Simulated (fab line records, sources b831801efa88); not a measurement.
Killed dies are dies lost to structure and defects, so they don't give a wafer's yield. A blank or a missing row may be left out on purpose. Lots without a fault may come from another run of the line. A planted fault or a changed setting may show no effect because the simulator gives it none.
Which tool did it? | flow sky130 | 13 lots, 39 wafers sampled, at 4 steps of a route of 708

WHAT THE GAUGES READ, wafer by wafer
SKY_SONOS_ONO_OVL_MEAS_14.
lot  | measured     | on         | SONOS_ONO_OVL (nm)
L858 | day 12 16:52 | overlay-01 | -0.8 -0.4 -0.8
L859 | day 12 20:35 | overlay-01 | -2.6 -1.9 -0.3
L860 | day 13 08:01 | overlay-02 | 0.6 0.3 0.6
L864 | day 14 14:49 | overlay-01 | -2.3 -2.2 -3.0
L865 | day 15 04:01 | overlay-01 | -1.1 -1.4 -0.3
L866 | day 15 08:28 | overlay-02 | -2.5 -2.3 -1.8
L867 | day 15 15:22 | overlay-02 | -1.8 -1.4 -1.0
L868 | day 16 01:28 | overlay-01 | -0.3 0.6 -0.8
L873 | day 17 15:49 | overlay-01 | -2.4 -1.4 -0.7
L872 | day 17 16:07 | overlay-02 | -1.7 -2.6 -2.6
L875 | day 18 14:01 | overlay-01 | 0.4 -0.1 0.9
L878 | day 19 17:01 | overlay-02 | -0.4 -1.3 -1.5
L881 | day 20 23:34 | overlay-01 | -2.5 -0.9 -2.9

SKY_POLY_GATE_THK_MEAS_01.
lot  | measured     | on            | POLY_GATE_CVD_00_THK (nm)
L858 | day 14 00:17 | film_metro-03 | 181.4 181.7 181.1
L859 | day 14 06:27 | film_metro-04 | 181.4 179.0 179.7
L860 | day 14 18:11 | film_metro-03 | 181.5 181.0 181.3
L864 | day 16 03:35 | film_metro-03 | 175.6 177.4 178.4
L865 | day 16 15:01 | film_metro-03 | 180.0 179.2 179.4
L866 | day 16 19:13 | film_metro-04 | 182.3 182.3 180.8
L867 | day 17 03:11 | film_metro-02 | 182.1 184.4 184.2
L868 | day 17 12:35 | film_metro-02 | 183.5 184.0 182.4
L873 | day 19 04:29 | film_metro-04 | 181.7 180.9 181.1
L872 | day 19 06:01 | film_metro-03 | 179.7 181.1 181.1
L875 | day 20 02:40 | film_metro-04 | 178.8 178.9 179.9
L878 | day 21 04:38 | film_metro-02 | 180.4 179.3 180.6
L881 | day 22 11:31 | film_metro-02 | 181.1 178.9 180.9

SKY_POLY_GATE_OVL_MEAS_14.
lot  | measured     | on         | POLY_GATE_OVL (nm)
L858 | day 16 09:07 | overlay-02 | -5 -10 -1
L859 | day 16 14:49 | overlay-01 | 6 -10 -6
L860 | day 17 05:04 | overlay-02 | 4 -3 5
L864 | day 18 18:24 | overlay-02 | -3 1 -1
L865 | day 19 03:36 | overlay-02 | 3 2 7
L866 | day 19 08:09 | overlay-01 | -1 -6 3
L867 | day 19 17:12 | overlay-01 | -4 4 -2
L868 | day 20 02:30 | overlay-02 | -1 1 -4
L873 | day 21 20:12 | overlay-01 | 1 -8 -4
L872 | day 21 20:55 | overlay-02 | 37 38 36
L875 | day 22 18:12 | overlay-01 | 4 3 2
L878 | day 23 19:40 | overlay-01 | 33 32 36
L881 | day 25 01:10 | overlay-02 | -12 -1 -10

WHICH TOOL RAN EACH LOT (tool, then ch and the chambers of the sampled wafers, then the start)
lot  | SKY_POLY_GATE_EXPOSE_10
L858 | krf_scanner-02 ch 0, day 15 19:05
L859 | krf_scanner-02 ch 0, day 16 00:50
L860 | krf_scanner-02 ch 0, day 16 14:26
L864 | krf_scanner-02 ch 0, day 18 04:40
L865 | krf_scanner-02 ch 0, day 18 11:56
L866 | krf_scanner-01 ch 0, day 18 16:37
L867 | krf_scanner-01 ch 0, day 19 01:44
L868 | krf_scanner-01 ch 0, day 19 11:32
L873 | krf_scanner-02 ch 0, day 21 04:29
L872 | krf_scanner-01 ch 0, day 21 05:52
L875 | krf_scanner-02 ch 0, day 22 03:14
L878 | krf_scanner-01 ch 0, day 23 04:16
L881 | krf_scanner-02 ch 0, day 24 10:31
- SKY_POLY_GATE_EXPOSE_10: exposes mask P1M, target cd 150 nm.

WHAT THE TOOLS THEMSELVES READ (means of the sampled wafers that have a number; where no wafer has one, the mark that the record gives instead)
The record holds no such reading with a usual standard deviation.

THE ANSWER, worked out from the rows above alone
Rule: what is usual is taken from the lots themselves. Put in order of their means at a reading, lots are off if they are a third of the lots or fewer, leave a main group of 4 or more, and stand apart from it by a gap of 3 or more times the standard deviation of the main group's means; of several such gaps the widest counts. A main group whose means are all the same, to the digits that the tables above print for the reading, isn't used. A lot without any number at a reading at which 4 lots or more have one is off too. The other lots that the step has rows for count as sound. The gauges are gone through in route order, then the tools' own readings, and for those a lot's mean is taken as printed above. The first step at which some lot is off is used, and at that step the reading that is off furthest; a lot without a number counts as furthest.
Off: L872, L878, at SKY_POLY_GATE_OVL_MEAS_14 (POLY_GATE_OVL). The main group: mean -1 nm, standard deviation 3.4.
A tool fits if, at a process step before that reading, it ran every lot that is off, and no sound lot after the first of them. The gauges at SKY_POLY_GATE_OVL_MEAS_14 are tried like those tools. One fits: krf_scanner-01 at SKY_POLY_GATE_EXPOSE_10. Its last sound lot is L868 (day 19 11:32), its first lot that is off L872 (day 21 05:52): a fault that began between those two fits.

WHAT THE SIMULATOR HAD PUT IN
Scanner matching overlay: krf_scanner-01, from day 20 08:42 on, at SKY_POLY_GATE_EXPOSE_10. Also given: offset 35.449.
Lots struck among those shown: L872, L878. The rule above found the same.
